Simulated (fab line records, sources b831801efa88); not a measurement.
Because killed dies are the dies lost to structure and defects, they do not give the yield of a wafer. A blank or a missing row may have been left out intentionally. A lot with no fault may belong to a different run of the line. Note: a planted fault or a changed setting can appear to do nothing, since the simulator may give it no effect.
What tool caused it? ; flow sky130 ; 33 wafers from 11 lots sampled at 7 of the route's 708 steps

== WHAT EACH GAUGE READ, for each wafer ==
SKY_SD_P_CD_MEAS_07 targets a cd of 380 nm.
lot;measured;on;cdNm (nm)
L281;day 25 08:05;cdSem-01;377.8 377.9 376.4
L283;day 26 12:47;cdSem-02;376.1 375.8 376.9
L284;day 26 21:49;cdSem-02;383.1 384.1 384.1
L285;day 26 23:04;cdSem-02;379.0 381.0 380.8
L288;day 27 22:08;cdSem-01;380.5 378.3 377.0
L294;day 30 05:06;cdSem-02;384.9 385.9 383.2
L295;day 30 06:02;cdSem-01;379.1 378.1 379.8
L296;day 30 15:31;cdSem-02;381.6 381.8 380.1
L297;day 31 02:18;cdSem-01;382.6 381.3 381.7
L299;day 31 14:23;cdSem-02;382.7 383.3 380.3
L302;day 32 08:56;cdSem-01;380.8 379.1 380.2

SKY_SD_N_RS_MEAS_16: measurement is done with a four-point probe.
lot;measured;on;SD_N_RS (ohm/sq)
L281;day 27 20:01;filmMetro-04;68.52 68.31 68.38
L283;day 28 23:34;filmMetro-04;68.54 68.53 68.53
L284;day 29 07:43;filmMetro-02;68.66 68.60 68.27
L285;day 29 09:17;filmMetro-04;68.48 68.69 68.60
L288;day 30 07:33;filmMetro-02;68.34 68.33 68.48
L294;day 32 13:19;filmMetro-02;68.68 68.60 68.57
L295;day 32 13:52;filmMetro-04;63.20 63.10 63.19
L296;day 32 23:19;filmMetro-02;68.69 68.63 68.65
L297;day 33 09:58;filmMetro-04;63.45 63.34 63.38
L299;day 33 19:31;filmMetro-02;63.11 63.24 63.30
L302;day 34 14:16;filmMetro-01;68.66 68.62 68.73

SKY_SD_N_RS_MEAS_17: measurement is done with a four-point probe.
lot;measured;on;SD_P_RS (ohm/sq)
L281;day 27 20:08;filmMetro-04;146.4 146.4 146.8
L283;day 28 23:41;filmMetro-04;146.9 146.7 147.1
L284;day 29 07:50;filmMetro-02;146.8 147.1 147.1
L285;day 29 09:24;filmMetro-04;146.9 147.3 146.6
L288;day 30 07:40;filmMetro-02;146.6 146.8 146.6
L294;day 32 13:26;filmMetro-02;147.3 147.3 147.2
L295;day 32 13:59;filmMetro-04;122.2 121.7 122.2
L296;day 32 23:26;filmMetro-02;147.3 147.1 146.6
L297;day 33 10:05;filmMetro-04;122.2 122.0 122.2
L299;day 33 19:38;filmMetro-02;121.6 122.2 122.0
L302;day 34 14:23;filmMetro-01;147.7 146.9 147.4

SKY_SD_N_RS_MEAS_18: measurement is done with a four-point probe.
lot;measured;on;RES_XHIGH_RS (ohm/sq)
L281;day 27 20:15;filmMetro-04;333.6 333.8 333.3
L283;day 28 23:49;filmMetro-04;333.3 333.0 332.5
L284;day 29 07:58;filmMetro-02;332.3 331.9 332.3
L285;day 29 09:31;filmMetro-04;332.4 332.8 333.1
L288;day 30 07:47;filmMetro-02;332.9 333.2 333.8
L294;day 32 13:34;filmMetro-02;333.2 333.4 332.4
L295;day 32 14:06;filmMetro-04;331.2 330.0 330.7
L296;day 32 23:34;filmMetro-02;330.8 332.5 331.3
L297;day 33 10:12;filmMetro-04;328.9 328.9 329.6
L299;day 33 19:45;filmMetro-02;331.1 330.6 330.9
L302;day 34 14:31;filmMetro-01;334.4 334.8 334.3

SKY_LI_CONTACT_CD_MEAS_12 targets a cd of 170 nm.
lot;measured;on;cdNm (nm)
L281;day 29 01:59;cdSem-01;169.1 170.4 171.9
L283;day 30 04:28;cdSem-01;169.1 169.0 168.9
L284;day 30 12:20;cdSem-01;168.3 169.6 169.3
L285;day 30 14:32;cdSem-01;171.8 171.5 171.4
L288;day 31 12:29;cdSem-01;171.1 172.7 171.3
L294;day 33 16:28;cdSem-02;168.9 168.1 170.1
L295;day 33 17:16;cdSem-01;167.7 168.2 168.8
L296;day 34 02:52;cdSem-01;170.0 168.4 169.0
L297;day 34 13:05;cdSem-02;171.2 170.5 169.7
L299;day 34 22:28;cdSem-02;171.4 170.3 169.4
L302;day 35 16:20;cdSem-01;168.2 168.8 168.7

== WHAT TOOL EACH LOT RAN ON (gives the tool, then ch and the chambers of the sampled wafers, and finally the start) ==
lot;SKY_RES_XHIGH_STRIP_08;SKY_SD_N_RTA_14
L281;plasmaAsher-01 ch 0, day 26 13:52;rtpAnneal-02 ch 0, day 27 19:50
L283;plasmaAsher-03 ch 0,1, day 27 17:46;rtpAnneal-02 ch 0, day 28 23:23
L284;plasmaAsher-01 ch 0,1, day 28 02:43;rtpAnneal-01 ch 0, day 29 07:33
L285;plasmaAsher-03 ch 0,1, day 28 04:31;rtpAnneal-02 ch 0, day 29 09:06
L288;plasmaAsher-01 ch 0, day 29 03:07;rtpAnneal-01 ch 0, day 30 07:23
L294;plasmaAsher-01 ch 0,1, day 31 09:37;rtpAnneal-01 ch 0, day 32 13:08
L295;plasmaAsher-03 ch 0,1, day 31 10:31;rtpAnneal-02 ch 0, day 32 13:41
L296;plasmaAsher-03 ch 0,1, day 31 20:08;rtpAnneal-01 ch 0, day 32 23:08
L297;plasmaAsher-04 ch 0,1, day 32 06:22;rtpAnneal-02 ch 0, day 33 09:45
L299;plasmaAsher-03 ch 0,1, day 32 16:55;rtpAnneal-02 ch 0, day 33 19:20
L302;plasmaAsher-03 ch 1, day 33 11:19;rtpAnneal-01 ch 0, day 34 14:06
- SKY_RES_XHIGH_STRIP_08: strips in O2/N2.
- SKY_SD_N_RTA_14: time 2 s.

== WHAT THE TOOLS THEMSELVES READ (means of the sampled wafers that have a number; where no wafer has one, the mark that the record gives instead) ==
SKY_RES_XHIGH_STRIP_08.
lot;tool;drypumpMotorCurrentA (A);n2FlowSccm (sccm);o2FlowSccm (sccm);oesProductAu (a.u.);stripTimeToEndpointS (s)
L281;plasmaAsher-01;5.6;299.6;3006;0.711;14.26
L283;plasmaAsher-03;5.8;299.8;3019;0.715;14.33
L284;plasmaAsher-01;5.9;299.2;3001;0.707;14.31
L285;plasmaAsher-03;6.2;299.8;2996;0.711;14.27
L288;plasmaAsher-01;5.6;299.9;3005;0.710;14.27
L294;plasmaAsher-01;5.8;299.1;3007;0.715;14.22
L295;plasmaAsher-03;5.8;300.0;2999;0.708;14.33
L296;plasmaAsher-03;5.8;299.9;2995;0.710;14.20
L297;plasmaAsher-04;5.7;299.4;2996;0.710;14.27
L299;plasmaAsher-03;6.2;301.3;2996;0.714;14.23
L302;plasmaAsher-03;6.6;300.4;2995;0.711;14.23

SKY_SD_N_RTA_14.
lot;tool;lampPowerPct (%);rampUpCPerS;wafer_temp_C_max
L281;rtpAnneal-02;15.71;150.00;1077.5
L283;rtpAnneal-02;15.68;150.02;1079.1
L284;rtpAnneal-01;15.76;150.02;1078.2
L285;rtpAnneal-02;15.79;149.99;1077.0
L288;rtpAnneal-01;15.77;149.99;1077.6
L294;rtpAnneal-01;15.76;150.02;1077.8
L295;rtpAnneal-02;16.52;150.02;1107.2
L296;rtpAnneal-01;15.71;149.97;1079.2
L297;rtpAnneal-02;16.59;149.98;1106.5
L299;rtpAnneal-02;16.50;149.99;1107.0
L302;rtpAnneal-01;15.71;150.01;1078.7

== THE ANSWER, worked out from the rows above alone ==
Rule: the usual values come from the lots themselves. The widest of any qualifying gaps counts: lots, ordered by their means at a reading, are off when they make up no more than a third of the lots, leave a main group of 4 or more, and stand apart from it by 3 or more times the standard deviation of that group's means. A main group is skipped when, at the precision printed for the reading in the tables above, its means are all equal. A lot without any number at a reading at which 4 lots or more have one is off too. All remaining lots with rows at the step are treated as sound. After the gauges, taken in route order, come the tools' own readings; for these a lot's mean is taken, as printed above. At the first step where some lot is off, the reading lying furthest off is the one used; lots without a number count as furthest.
Off: at SKY_SD_N_RS_MEAS_16 (SD_N_RS), L295, L297, L299. Main group: mean 68.55 ohm/sq, sd 0.1.
A tool fits if, at a process step before that reading, it ran every lot that is off, and no sound lot after the first of them. The gauges at SKY_SD_N_RS_MEAS_16 aren't tried: what is off there is off at SKY_SD_N_RTA_14 too, on other tools, and a gauge's error can't cause that. One candidate fits, namely rtpAnneal-02 at SKY_SD_N_RTA_14. Its last sound lot is L285 (day 29 09:06), its first lot that is off L295 (day 32 13:41): a fault that began between those two fits.
The tool's own readings at SKY_SD_N_RTA_14 bear it out: on the lots that are off they differ by more than 5 times the standard deviation of the sound lots' means. lampPowerPct reads 16.54 % there against 15.74 % on the sound lots; wafer_temp_C_max reads 1106.9 there against 1078.1 on the sound lots.

== WHAT HAD BEEN PUT IN BY THE SIMULATOR ==
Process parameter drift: rtpAnneal-02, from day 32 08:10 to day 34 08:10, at SKY_SD_N_RTA_14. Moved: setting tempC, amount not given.
Lots struck among those shown: L295, L297, L299. The same result came from the rule above.
